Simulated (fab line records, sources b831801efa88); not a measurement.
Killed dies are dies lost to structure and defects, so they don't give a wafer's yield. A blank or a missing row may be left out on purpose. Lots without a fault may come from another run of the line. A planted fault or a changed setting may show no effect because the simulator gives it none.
A struck lot beside a sound one | flow sky130 | 14 steps out of a route of 708
Sound: wafers L109.2, L109.3, L109.4. Struck: wafers L115.2, L115.3, L115.6. The cause comes at the end.
At each step with rows: each side's tool, then ch and its chambers, then its first start. Under that, the readings that differ: sound wafers | struck wafers | difference of the means | sigmas: that difference in standard deviations of wafers without a fault.
alike: readings whose means differ by less than 2 such deviations, and words and numbers that are the same on both sides. not compared: withheld readings, readings that some wafer has no value for, bounds like >300 that may hide the same value, and numbers for which the record gives no deviation and whose values overlap.
The two part at a step that has a row with sigmas, a row that says differs or no value, or rows on one side only. Numbers that don't overlap but have no deviation are shown without sigmas and don't part them. A reading that every wafer of one side lacks parts them only if that side has two wafers or more.

first, 5 steps without rows for these wafers: SKY_FIELD_ISO_WET_ETCH_18 (etches Si3N4 in H3PO4, target depth 25 nm, time 286 s); SKY_FIELD_ISO_CLEAN_19 (cleans in SC1/SC2, time 150 s); SKY_FIELD_ISO_CLEAN_20 (cleans in dHF, time 20 s); SKY_FIELD_ISO_WET_ETCH_21 (etches SiO2 in dHF, target depth 20 nm, time 400 s); SKY_FIELD_ISO_OXIDATION_22 (stabilise 600 s, purge 300 s, target thk 10 nm).
SKY_FIELD_ISO_THK_MEAS_23:
  sound on film_metro-04, day 3 10:13; struck on film_metro-02, day 5 01:28
  alike: FIELD_ISO_OXIDATION_01_THK
then, 1 step without rows for these wafers: SKY_FIELD_ISO_CVD_24 (deposits SiO2, target thk 595 nm, time 99.2 s).
SKY_FIELD_ISO_THK_MEAS_25:
  sound on film_metro-01, day 3 10:21; struck on film_metro-01, day 5 01:40
  alike: FIELD_ISO_CVD_24_THK
then, 1 step without rows for these wafers: SKY_FIELD_ISO_ANNEAL_26 (time 1800 s).
SKY_FIELD_ISO_CMP_27: polishes, stops on Si3N4, t overpolish 16 s, target thk 457.8 nm.
  sound on cmp-01 ch 1,2,3, day 3 12:14; struck on cmp-01 ch 1,3, day 5 03:52
  alike: edge_zone_pressure_frac, motor_current_A, overpolish_run_s, slurry_flow_ml_min, time_to_endpoint_s
then, 2 steps without rows for these wafers: SKY_FIELD_ISO_WET_ETCH_28 (etches SiO2 in dHF, target depth 23.7 nm, time 47 s); SKY_FIELD_ISO_WET_ETCH_29 (etches Si3N4 in H3PO4, target depth 160 nm, time 1825 s).
SKY_FIELD_ISO_WET_ETCH_30: etches SiO2 in dHF, target depth 25 nm, time 50 s.
  sound on wet_bench-03 ch 3, day 3 13:07; struck on wet_bench-03 ch 2, day 5 04:45
  no value came back on the struck wafers for bath_heat_duty_pct (%), run_length_s (s); on the sound wafers bath_heat_duty_pct (%) reads 7.0 6.7 6.8
  reading                                          | sound           | struck            | difference | sigmas
  model.SiO2_of_FIELD_ISO_CVD_24.thk_nm (nm)       | 404 404.1 405.7 | 434.4 433.2 434.3 | +29.4      |
  model.SiO2_of_FIELD_ISO_OXIDATION_01.thk_nm (nm) | 0 0 0           | 11.68 11.84 11.71 | +11.74     |
-- the record jumps here: 43 days lie between the struck wafers' starts before and after (it left off in module FIELD_ISO and takes up again in module PAD_OPEN, whose first step shown is number 708 of the route) --
SKY_PAD_OPEN_PROBE_99:
  sound on prober-02, day 46 08:22; struck on prober-02, day 48 11:22
  reading                                 | sound                         | struck                        | difference | sigmas
  model.etest.res_p_drift_20v.line_ohm_um | 1.139e+04 1.14e+04 1.156e+04  | 1.371e+04 1.516e+04 1.464e+04 | +3.053e+03 |
  model.etest.res_p_drift_20v.rs_ohm_sq   | 9320 9557 9709                | 1.14e+04 1.266e+04 1.223e+04  | +2.57e+03  |
  model.etest.pfet_16v.r_on_ohm_um        | 1.538e+04 1.552e+04 1.556e+04 | 1.641e+04 1.705e+04 1.662e+04 | +1.207e+03 |
  model.etest.res_iso_pwell.rs_ohm_sq     | 2703 2722 2764                | 3305 3709 3558                | +794       |
  model.etest.tip_p.rs_ohm_sq             | 6794 6887 6854                | 7219 7194 7277                | +385       |
  model.etest.res_iso_pwell.line_ohm_um   | 1014 1028 1023                | 1264 1406 1331                | +312       |
  model.etest.pfet_01v8.r_on_ohm_um       | 2837 2865 2875                | 3076 3157 3091                | +249       |
  model.etest.res_nwell.line_ohm_um       | 1164 1166 1168                | 1365 1440 1424                | +244       |

WHERE THEY PART
Only at SKY_FIELD_ISO_WET_ETCH_30, within this record.

WHY: what the simulator had put in
Skipped step whole: wet_bench-03, from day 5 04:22 on, at SKY_FIELD_ISO_WET_ETCH_30. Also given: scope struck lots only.
